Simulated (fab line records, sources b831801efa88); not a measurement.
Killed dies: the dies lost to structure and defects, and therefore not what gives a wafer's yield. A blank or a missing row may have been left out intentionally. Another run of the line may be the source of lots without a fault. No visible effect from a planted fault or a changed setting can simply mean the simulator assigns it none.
A lot that was struck, set against a sound lot -- flow sky130 -- 14 steps out of a route of 708
Sound: these wafers, L143.2, L143.4, L143.5. Wafers struck: L133.1, L133.2, L133.5. The cause is named last.
Order at every step that has rows: each side's tool, ch and its chambers, its first start. Under that, the readings that differ: sound wafers -- struck wafers -- difference of the means -- sigmas: that difference in standard deviations of wafers without a fault.
alike: readings whose means differ by less than 2 such deviations, and words and numbers that are the same on both sides. not compared: withheld readings, readings that some wafer has no value for, bounds like >300 that may hide the same value, and numbers for which the record gives no deviation and whose values overlap.
Wherever a step has rows on one side only, a row that says differs or no value, or a row with sigmas, the two part there. Numbers that have no deviation but don't overlap get no sigmas and don't part them. Lack of a reading on every wafer of one side parts them only where that side has two or more wafers.

SKY_LDD_HVP_OVL_MEAS_07:
  sound: overlay-01 at day 29 10:10; struck: overlay-02 at day 25 23:34
  alike: LDD_HVP_OVL
then, 1 step without rows for these wafers: SKY_LDD_HVP_IMPLANT_08.
SKY_LDD_HVP_STRIP_09: strips in O2/N2.
  sound on plasma-asher-03 ch 0,1, day 29 10:20; struck on plasma-asher-02 ch 0,1, day 25 23:44
  alike: drypump-motor-current-A, oes-product-au, strip-time-to-endpoint-s
  not compared: rf-hours-counter-h
SKY_LDD_HVP_TW_MEAS_10:
  sound: film-metro-03 at day 29 10:27; struck: film-metro-03 at day 25 23:50
  alike: LDD_HVP_TW
then, 7 steps without rows for these wafers: SKY_LDD_LDN_DEHYDRATE_00 (time 60 s); SKY_LDD_LDN_HMDS_01 (prime time 60 s); SKY_LDD_LDN_COAT_02 (resist thk 1140 nm); SKY_LDD_LDN_SOFTBAKE_03 (time 60 s); SKY_LDD_LDN_EXPOSE_04 (exposes mask LDNTM, target cd 700 nm); SKY_LDD_LDN_PEB_05; SKY_LDD_LDN_DEVELOP_06 (develop time 60 s).
SKY_LDD_LDN_OVL_MEAS_07:
  sound: overlay-02 at day 30 14:16; struck: overlay-01 at day 27 05:34
  alike: LDD_LDN_OVL
SKY_LDD_LDN_IMPLANT_08:
  sound on implanter-02 ch 0, day 30 14:19; struck on implanter-04 ch 0, day 27 05:35
reading,sound,struck,difference,sigmas
beam-energy-keV,15.000 15.004 15.002,15.334 15.331 15.336,+0.332,+74
model.implant.drp-nm (nm),5.933 5.933 5.933,6.022 6.022 6.022,+0.089,
then, 1 step without rows for these wafers: SKY_LDD_LDN_IMPLANT_09.

## WHERE THEY PART
Within this record, at SKY_LDD_LDN_IMPLANT_08 only.

WHY: the cause the simulator had injected
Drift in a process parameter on implanter-04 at SKY_LDD_LDN_IMPLANT_08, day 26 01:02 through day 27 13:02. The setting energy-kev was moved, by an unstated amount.
